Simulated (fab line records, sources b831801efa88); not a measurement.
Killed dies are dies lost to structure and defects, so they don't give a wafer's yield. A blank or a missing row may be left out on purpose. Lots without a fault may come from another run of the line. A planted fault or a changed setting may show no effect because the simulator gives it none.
A struck lot beside a sound one | flow sky130 | 35 steps out of a route of 708
Sound: wafers L885.2, L885.3, L885.6. Struck: wafers L901.1, L901.3, L901.6. The cause comes at the end.
At each step with rows: each side's tool, then ch and its chambers, then its first start. Under that, the readings that differ: sound wafers | struck wafers | difference of the means | sigmas: that difference in standard deviations of wafers without a fault.
alike: readings whose means differ by less than 2 such deviations, and words and numbers that are the same on both sides. not compared: withheld readings, readings that some wafer has no value for, bounds like >300 that may hide the same value, and numbers for which the record gives no deviation and whose values overlap.
The two part at a step that has a row with sigmas, a row that says differs or no value, or rows on one side only. Numbers that don't overlap but have no deviation are shown without sigmas and don't part them. A reading that every wafer of one side lacks parts them only if that side has two wafers or more.

first, 10 steps without rows for these wafers: SKY_GATE_OXIDE_CLEAN_15 (cleans in SC1/SC2, time 150 s); SKY_GATE_OXIDE_OXIDATION_16 (stabilise 600 s, purge 300 s, target thk 3.57 nm); SKY_POLY_GATE_CVD_00 (deposits poly-Si, target thk 180 nm, time 720 s); SKY_RES_PROTECT_DEHYDRATE_00 (time 60 s); SKY_RES_PROTECT_HMDS_01 (prime time 60 s); SKY_RES_PROTECT_COAT_02 (resist thk 1140 nm); SKY_RES_PROTECT_SOFTBAKE_03 (time 60 s); SKY_RES_PROTECT_EXPOSE_04 (exposes mask RPM, target cd 1270 nm); SKY_RES_PROTECT_PEB_05; SKY_RES_PROTECT_DEVELOP_06 (develop time 60 s).
SKY_POLY_GATE_IMPLANT_02:
  sound on implanter-01 ch 0, day 18 07:13; struck on implanter-04 ch 0, day 22 09:47
  alike: tilt_deg
then, 23 steps without rows for these wafers: SKY_RES_PROTECT_STRIP_07 (strips in O2/N2); SKY_RES_PROTECT_CLEAN_09 (cleans in SC1/SC2, time 150 s); SKY_POLY_GATE_CVD_03 (deposits Si3N4 from DCS/NH3, target thk 75 nm, time 1290 s); SKY_POLY_GATE_DEHYDRATE_05 (time 60 s); SKY_POLY_GATE_HMDS_06 (prime time 60 s); SKY_POLY_GATE_COAT_07 (resist thk 110 nm); SKY_POLY_GATE_COAT_08 (resist thk 450 nm); SKY_POLY_GATE_SOFTBAKE_09 (time 90 s); SKY_POLY_GATE_EXPOSE_10 (exposes mask P1M, target cd 150 nm); SKY_POLY_GATE_PEB_11; SKY_POLY_GATE_DEVELOP_12 (develop time 60 s); SKY_POLY_GATE_ETCH_15 (etches BARC in N2/H2, stops on SiO2, time 118.5 s, target depth 110 nm); SKY_POLY_GATE_ETCH_16 (etches Si3N4 in CH3F/O2, stops on poly-Si, time 147.5 s, target depth 75 nm); SKY_POLY_GATE_ETCH_17 (etches poly-Si in HBr/Cl2, stops on SiO2, target depth 180 nm, time 70.5 s); SKY_POLY_GATE_STRIP_18 (strips in O2/N2); SKY_POLY_GATE_CLEAN_19 (cleans in SC1/SC2, time 150 s); SKY_POLY_GATE_OXIDATION_20 (stabilise 600 s, purge 300 s, target thk 4 nm); SKY_LDD_N_DEHYDRATE_00 (time 60 s); SKY_LDD_N_HMDS_01 (prime time 60 s); SKY_LDD_N_COAT_02 (resist thk 300 nm); SKY_LDD_N_SOFTBAKE_03 (time 60 s); SKY_LDD_N_EXPOSE_04 (exposes mask NTM, target cd 840 nm); SKY_LDD_N_PEB_05.
-- the record jumps here: 28 days lie between the struck wafers' starts before and after (it left off in module LDD_N and takes up again in module PAD_OPEN, whose first step shown is number 708 of the route) --
SKY_PAD_OPEN_PROBE_99:
  sound on prober-02, day 47 22:28; struck on prober-01, day 50 10:22
  reading                                           | sound                | struck               | difference | sigmas
  model.etest.diode_nwell_sub.leak_log10_a_cm2      | -7.296 -7.416 -7.589 | -5.671 -5.824 -6.011 | +1.598     |
  model.etest.diode_dnwell_sub.leak_log10_a_cm2     | -7.599 -7.352 -7.498 | -5.66 -5.587 -5.699  | +1.83      |
  model.etest.diode_pwell_dnwell.leak_log10_a_cm2   | -7.628 -7.636 -7.566 | -5.918 -5.911 -6.107 | +1.631     |
  model.etest.diode_ndiff_pwell_hv.leak_log10_a_cm2 | -6.573 -6.524 -6.687 | -5.64 -5.827 -5.607  | +0.90      |
  model.etest.diode_pdiff_nwell_hv.leak_log10_a_cm2 | -6.67 -6.692 -6.643  | -5.872 -5.724 -5.66  | +0.916     |
  model.etest.diode_ndiff_pwell.leak_log10_a_cm2    | -7.363 -7.337 -6.976 | -6.23 -6.365 -6.101  | +0.99      |
  model.etest.nfet_16v.off_log10_a_um               | -13.94 -13.71 -13.83 | -12.95 -12.78 -13.11 | +0.88      |
  model.etest.diode_pdiff_nwell.leak_log10_a_cm2    | -7.152 -7.354 -7.059 | -6.574 -6.145 -6.155 | +0.897     |
  alike: killed_at_M0_to_M3, killed_at_M4_up, killed_at_contacts, killed_at_front_end, killed_at_other, killed_dies, killed_open, killed_short

WHERE THEY PART
Nowhere in this record.

WHY: what the simulator had put in
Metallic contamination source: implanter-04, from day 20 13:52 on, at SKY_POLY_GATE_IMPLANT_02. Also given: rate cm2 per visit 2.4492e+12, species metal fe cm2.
